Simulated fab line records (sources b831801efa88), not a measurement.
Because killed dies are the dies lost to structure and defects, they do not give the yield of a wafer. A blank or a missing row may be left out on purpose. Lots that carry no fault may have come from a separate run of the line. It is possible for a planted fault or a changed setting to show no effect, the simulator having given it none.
Which tool is to blame? || flow gf180mcu || 6 lots, 17 wafers sampled, at 2 steps of a route of 602

WHAT THE GAUGES SHOWED, per wafer
GF_HV_LDD_TW_MEAS_50.
{"lot": "L890", "measured": "day 12 16:13", "on": "film metro-03", "HV_LDD_4_TW": "567 569 564"}
{"lot": "L892", "measured": "day 13 06:39", "on": "film metro-02", "HV_LDD_4_TW": "569 567 568"}
{"lot": "L894", "measured": "day 14 02:31", "on": "film metro-02", "HV_LDD_4_TW": "570 567 567"}
{"lot": "L897", "measured": "day 15 12:34", "on": "film metro-02", "HV_LDD_4_TW": "573 573 576"}
{"lot": "L898", "measured": "day 16 09:22", "on": "film metro-04", "HV_LDD_4_TW": "572 572 572"}
{"lot": "L902", "measured": "day 17 05:47", "on": "film metro-02", "HV_LDD_4_TW": "568 520"}

WHAT TOOL EACH LOT RAN ON (gives the tool, then ch and the chambers of the sampled wafers, and finally the start)
{"lot": "L890", "GF_HV_LDD_IMPLANT_48": "implanter-03 ch 0, day 12 15:59"}
{"lot": "L892", "GF_HV_LDD_IMPLANT_48": "implanter-03 ch 0, day 13 06:24"}
{"lot": "L894", "GF_HV_LDD_IMPLANT_48": "implanter-04 ch 0, day 14 02:08"}
{"lot": "L897", "GF_HV_LDD_IMPLANT_48": "implanter-01 ch 0, day 15 12:19"}
{"lot": "L898", "GF_HV_LDD_IMPLANT_48": "implanter-03 ch 0, day 16 09:08"}
{"lot": "L902", "GF_HV_LDD_IMPLANT_48": "implanter-01 ch 0, day 17 05:34"}
- GF_HV_LDD_IMPLANT_48

THE ANSWER, worked out from the rows above alone
Rule: usual is defined by the lots themselves. Put in order of their means at a reading, lots are off if they are a third of the lots or fewer, leave a main group of 4 or more, and stand apart from it by a gap of 3 or more times the standard deviation of the main group's means; of several such gaps the widest counts. A main group whose means are all the same, to the digits that the tables above print for the reading, isn't used. Also off: a lot with no number at a reading for which 4 or more lots have one. Any other lot the step has rows for is counted as sound.
Off: at GF_HV_LDD_TW_MEAS_50 (HV_LDD_4_TW), L902. The main group has a mean of 570 with a standard deviation of 2.8.
If a tool, at a process step before that reading, ran all the lots that are off and no sound lot after the first of them, it fits. Gauges at GF_HV_LDD_TW_MEAS_50: tried the same way as those tools. 2 tools fit, implanter-01 at GF_HV_LDD_IMPLANT_48 and film metro-02 at GF_HV_LDD_TW_MEAS_50, so this cannot tell which one it is.

WHAT HAD BEEN PUT IN BY THE SIMULATOR
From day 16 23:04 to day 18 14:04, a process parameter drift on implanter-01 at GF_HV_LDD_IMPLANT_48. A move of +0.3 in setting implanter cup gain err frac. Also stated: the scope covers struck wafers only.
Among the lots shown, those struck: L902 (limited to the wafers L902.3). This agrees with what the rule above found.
